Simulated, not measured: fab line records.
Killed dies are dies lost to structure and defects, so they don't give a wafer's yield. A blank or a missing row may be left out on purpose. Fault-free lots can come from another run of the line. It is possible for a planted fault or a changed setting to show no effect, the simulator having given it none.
8D (eight disciplines) problem report, filled in by code + flow gf180mcu + the parts of the form that need people (team, actions taken, sign-off) are left out

== 1. THE ISSUE ==
Mean of chamber-pressure-pa at GF_V1_SPUTTER_21: 5.551 Pa across 2 wafers in 2 lots; on wafers with no fault it is 5.001 Pa (standard deviation 0.0094). That puts it +59 standard deviations away from the usual mean.
The step: material Ti, target thk 15 nm, time 80.02 s.
First observed at day 24 01:51: wafer L500.6, on pvd-sputter-01. Wafers with a number at this step in the record: 36, from 12 lots. By rule, "out" or "out of limits" means more than 4 standard deviations away from the usual mean. The rest of the wafers with a number are treated as sound.

== 2. WHAT IT IS, WHAT IT ISN'T ==
| question                    | is                  | is not                                                                          |
|-----------------------------|---------------------|---------------------------------------------------------------------------------|
| which readings at this step | chamber-pressure-pa | substrate-temp-c, throttle-valve-pct                                            |
| which lots                  | L500, L502          | L484, L486, L487, L488, L489, L490, L491, L494, L505, L506                      |
| which wafers of those lots  | L500.6, L502.6      | L500.1, L500.3, L502.3, L502.4                                                  |
| read on which tools         | pvd-sputter-01      | pvd-sputter-02, pvd-sputter-03                                                  |
| when                        | from day 24 01:51   | up to then (26 sound wafers); but 8 sound wafers of L502, L505, L506 came after |

== 3. SUSPECTS, AND WHAT RULES EACH OUT ==
Counting: if a tool at a process step up to the reading ran every lot that is out, it stays a suspect. Sound lots after the first of them don't rule it out here, since some wafers of a struck lot are sound.
- pvd-sputter-01 at GF_V1_SPUTTER_21 (material Ti, target thk 15 nm, time 80.02 s): kept. Ran every lot that is out, first one L500 (day 24 01:51); last sound lot up to then L488 (day 19 19:46). Its own readings are out on those wafers: chamber-pressure-pa.
After counting, what remains is pvd-sputter-01 at GF_V1_SPUTTER_21.

== 4. THE CAUSE (what the simulator had put in) ==
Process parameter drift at GF_V1_SPUTTER_21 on pvd-sputter-01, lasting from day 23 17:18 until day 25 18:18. Setting chamber-pressure-pa, moved by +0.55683, from 5. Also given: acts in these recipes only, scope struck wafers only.
The count eliminated every tool but this one.

== 5. THE CHAIN OF EFFECTS, in route order ==
Each row: a reading whose mean over the struck wafers that have a number lies more than 3 standard deviations from the usual. Scope: only readings with a usual standard deviation given in the record; hours: median across lots of the time from each lot's start at the first step in this table that gives one to its start at this step; sigmas: change in usual standard deviations.
| hours | step             | reading             | usual    | on struck wafers | change | sigmas |
|-------|------------------|---------------------|----------|------------------|--------|--------|
| 0     | GF_V1_SPUTTER_21 | chamber-pressure-pa | 5.001 Pa | 5.551            | +0.550 | +59    |
Process steps it contains:
- GF_V1_SPUTTER_21: material Ti, target thk 15 nm, time 80.02 s.
Later measuring or inspecting steps at which every struck wafer that the step has a row for has a number for every such reading, and none has moved that far: GF_M2_RS_MEAS_05.

== 6. HOW IT WOULD HAVE BEEN CAUGHT EARLIER ==
First out-of-limits reading in this record: day 24 01:51, which is 9 hours after fault onset at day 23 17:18.
